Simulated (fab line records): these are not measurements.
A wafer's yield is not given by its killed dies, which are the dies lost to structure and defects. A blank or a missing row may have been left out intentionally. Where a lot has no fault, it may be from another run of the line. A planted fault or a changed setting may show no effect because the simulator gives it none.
Which of the tools did it?    flow sky130    11 lots with 33 wafers sampled at 3 steps, on a route of 708 steps

## WHAT THE GAUGES READ, wafer by wafer
SKY_PASSIVATION_THK_MEAS_01.
lot   measured      on             PASSIVATION_CVD_00_THK (nm)
L623  day 43 20:01  film_metro-04  89.0 89.4 88.9
L625  day 44 04:50  film_metro-03  90.5 91.8 91.1
L626  day 44 09:58  film_metro-01  92.4 92.0 91.9
L627  day 44 23:29  film_metro-04  88.5 88.7 90.1
L631  day 46 02:00  film_metro-01  88.2 88.7 90.0
L632  day 46 04:57  film_metro-04  88.3 90.4 89.7
L633  day 46 10:50  film_metro-01  91.1 91.3 90.0
L638  day 47 13:49  film_metro-03  88.1 90.4 89.3
L640  day 48 06:39  film_metro-01  89.5 91.1 90.3
L643  day 48 21:46  film_metro-04  89.0 89.1 90.2
L645  day 49 06:07  film_metro-03  90.9 89.2 90.0

## TOOL THAT RAN EACH LOT (tool first, then ch and the chambers of the sampled wafers, then the start)
lot   SKY_VIA4_STRIP_13                     SKY_METAL5_DESCUM_14
L623  plasma_asher-03 ch 0,1, day 42 19:16  rie_metal-03 ch 0,1, day 43 19:07
L625  plasma_asher-04 ch 0,1, day 43 03:23  rie_metal-03 ch 0,1, day 44 03:54
L626  plasma_asher-03 ch 0,1, day 43 09:05  rie_metal-03 ch 0,1, day 44 09:04
L627  plasma_asher-03 ch 0,1, day 43 22:38  rie_metal-03 ch 0, day 44 22:35
L631  plasma_asher-04 ch 0,1, day 45 02:15  rie_metal-04 ch 0,1, day 46 01:02
L632  plasma_asher-04 ch 0,1, day 45 05:42  rie_metal-01 ch 0,1, day 46 04:04
L633  plasma_asher-01 ch 0,1, day 45 11:35  rie_metal-03 ch 0,1, day 46 09:56
L638  plasma_asher-04 ch 0,1, day 46 15:29  rie_metal-01 ch 0,1, day 47 12:55
L640  plasma_asher-03 ch 0,1, day 47 08:53  rie_metal-03 ch 0,1, day 48 05:46
L643  plasma_asher-04 ch 0,1, day 48 01:05  rie_metal-04 ch 0,1, day 48 20:49
L645  plasma_asher-04 ch 0,1, day 48 09:47  rie_metal-01 ch 0,1, day 49 05:14
- SKY_VIA4_STRIP_13: strips in O2/N2.
- SKY_METAL5_DESCUM_14: chemistry O2, time 11 s.

## AS READ BY THE TOOLS THEMSELVES (means over the sampled wafers that have a number; for cases with no such wafer, the mark the record gives instead)
SKY_VIA4_STRIP_13.
lot   tool             drypump_motor_current_A (A)  oes_product_au (a.u.)  strip_time_to_endpoint_s (s)
L623  plasma_asher-03  5.5                          0.711                  12.85
L625  plasma_asher-04  6.0                          0.709                  12.84
L626  plasma_asher-03  5.7                          0.709                  12.88
L627  plasma_asher-03  5.7                          0.712                  12.81
L631  plasma_asher-04  5.8                          0.708                  12.81
L632  plasma_asher-04  6.0                          0.708                  12.83
L633  plasma_asher-01  5.7                          0.714                  12.78
L638  plasma_asher-04  5.8                          0.705                  12.83
L640  plasma_asher-03  5.7                          0.704                  12.80
L643  plasma_asher-04  5.8                          0.713                  12.80
L645  plasma_asher-04  5.9                          0.712                  12.82

SKY_METAL5_DESCUM_14.
lot   tool          drypump_motor_current_A (A)  he_backside_leak_sccm (sccm)  oes_product_au (a.u.)
L623  rie_metal-03  6.0                          3.5                           1.002
L625  rie_metal-03  6.2                          3.4                           0.995
L626  rie_metal-03  6.0                          3.4                           0.998
L627  rie_metal-03  6.4                          3.2                           0.990
L631  rie_metal-04  5.8                          3.5                           1.003
L632  rie_metal-01  5.6                          3.2                           1.003
L633  rie_metal-03  6.2                          3.3                           0.989
L638  rie_metal-01  5.6                          3.2                           1.001
L640  rie_metal-03  6.0                          3.5                           1.002
L643  rie_metal-04  6.1                          3.6                           1.000
L645  rie_metal-01  5.6                          3.3                           1.008

## THE ANSWER, worked out from the rows above alone
Rule: the usual values come from the lots themselves. The widest of any qualifying gaps counts: lots, ordered by their means at a reading, are off when they make up no more than a third of the lots, leave a main group of 4 or more, and stand apart from it by 3 or more times the standard deviation of that group's means. Not used: any main group whose means are identical at the precision the tables above print for the reading. A lot without any number at a reading at which 4 lots or more have one is off too. The other lots that the step has rows for count as sound. First the gauges in route order, then the tools' own readings, where a lot's mean is used as printed above. The first step at which some lot is off is used, and at that step the reading that is off furthest; a lot without a number counts as furthest.
No lot is off at any reading shown: from this, nothing can be told.

## WHAT THE SIMULATOR PUT IN
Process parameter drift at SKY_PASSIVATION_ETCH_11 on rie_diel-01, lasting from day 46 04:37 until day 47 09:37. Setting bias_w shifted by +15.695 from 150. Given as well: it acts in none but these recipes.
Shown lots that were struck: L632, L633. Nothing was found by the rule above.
